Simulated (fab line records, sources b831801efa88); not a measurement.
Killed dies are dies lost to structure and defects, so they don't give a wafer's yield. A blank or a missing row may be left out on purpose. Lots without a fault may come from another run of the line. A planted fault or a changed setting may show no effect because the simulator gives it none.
Split-lot experiment | flow gf180mcu | 5 lots, 23 wafers read, on a route of 602 steps

THE SPLIT
At GF_PSD_DEVELOP_06 (develop time 60 s), the setting develop_time_s was moved away from the recipe's 60 s on 7 of the 23 wafers read, by -12.8% to -6.8%. The other wafers ran this setting at the recipe's value.

The file shows no step between the split and the reading.

THE READING
cd_nm, in nm, at GF_PSD_CD_MEAS_07 (target cd 400 nm). Fault-free wafers of this fab line usually give 400.5 nm, standard deviation 2.5 nm.

wafer  | tool, chamber at the split | develop_time_s as run, s | against the recipe | cd_nm, nm | against lot-mates on the recipe
L076.3 | litho_track-01, 0          | 60                       | recipe             | 398.7     | -
L076.4 | litho_track-01, 0          | 60                       | recipe             | 399.0     | -
L076.5 | litho_track-01, 0          | 60                       | recipe             | 397.6     | -
L078.1 | litho_track-03, 0          | 60                       | recipe             | 398.5     | -
L078.2 | litho_track-03, 0          | 60                       | recipe             | 395.3     | -
L078.4 | litho_track-03, 0          | 60                       | recipe             | 393.5     | -
L078.5 | litho_track-03, 0          | 60                       | recipe             | 398.4     | -
L078.6 | litho_track-03, 0          | 60                       | recipe             | 395.4     | -
L079.1 | litho_track-01, 0          | 55.92                    | -6.8%              | 393.2     | -7.5
L079.2 | litho_track-01, 0          | 55.92                    | -6.8%              | 393.7     | -7.0
L079.3 | litho_track-01, 0          | 60                       | recipe             | 401.8     | -
L079.5 | litho_track-01, 0          | 60                       | recipe             | 399.6     | -
L079.6 | litho_track-01, 0          | 55.92                    | -6.8%              | 393.8     | -6.9
L082.1 | litho_track-01, 0          | 60                       | recipe             | 402.7     | -
L082.2 | litho_track-01, 0          | 52.32                    | -12.8%             | 385.8     | -14.8
L082.3 | litho_track-01, 0          | 60                       | recipe             | 400.1     | -
L082.5 | litho_track-01, 0          | 52.32                    | -12.8%             | 389.8     | -10.8
L082.6 | litho_track-01, 0          | 60                       | recipe             | 398.9     | -
L083.1 | litho_track-01, 0          | 60                       | recipe             | 399.9     | -
L083.2 | litho_track-01, 0          | 55.21                    | -8.0%              | 390.8     | -6.8
L083.3 | litho_track-01, 0          | 60                       | recipe             | 396.5     | -
L083.4 | litho_track-01, 0          | 60                       | recipe             | 396.4     | -
L083.5 | litho_track-01, 0          | 55.21                    | -8.0%              | 389.4     | -8.2

THE FIT
A straight line over all 23 wafers: cd_nm changes by +0.834 nm for each +1% of develop_time_s; r = +0.86; the points scatter about the line by 2.2 nm.
The same after taking each lot's own level away (the mean of its wafers on the recipe; 23 wafers): +0.996 nm for each +1%; r = +0.95; scatter 1.5 nm.
On that fit, the largest move of develop_time_s shifts the reading by 13 nm.
The lots' own levels span 396.22 to 400.70 nm, that is 1.8 times the standard deviation above.
So the lot-to-lot level changes the slope: the two fits differ.
Check: with one of the wafers moved furthest among these (-12.8%) left out of the fit, the line predicts -12 nm for it against its lot-mates. It came out at -14.8 nm against them.

OTHER SPLITS ON THESE WAFERS
These wafers also went through other splits before the reading. Each is held against what the fit with the lots' levels taken away leaves over:
other split on the same wafers      | wafers away from the commonest value | r with cd_nm (lot level and that fit taken away)
GF_POLY_GATE_PEB_08 peb_time_s      | 9                                    | +0.08
GF_HV_LDD_IMPLANT_09 dose_cm2       | 4                                    | -0.01
GF_HV_LDD_DEVELOP_18 develop_time_s | 11                                   | +0.03
GF_HV_LDD_IMPLANT_21 dose_cm2       | 7                                    | +0.28
GF_HV_LDD_DEVELOP_45 develop_time_s | 11                                   | +0.16
GF_HV_LDD_CVD_56 time_s             | 15                                   | +0.04
GF_NSD_COAT_02 spin_rpm             | 5                                    | -0.36
GF_PSD_COAT_02 spin_rpm             | 12                                   | +0.45

THE FILE'S OWN FIT
cd_nm changes by +0.993 nm for each +1% of develop_time_s, r = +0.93.
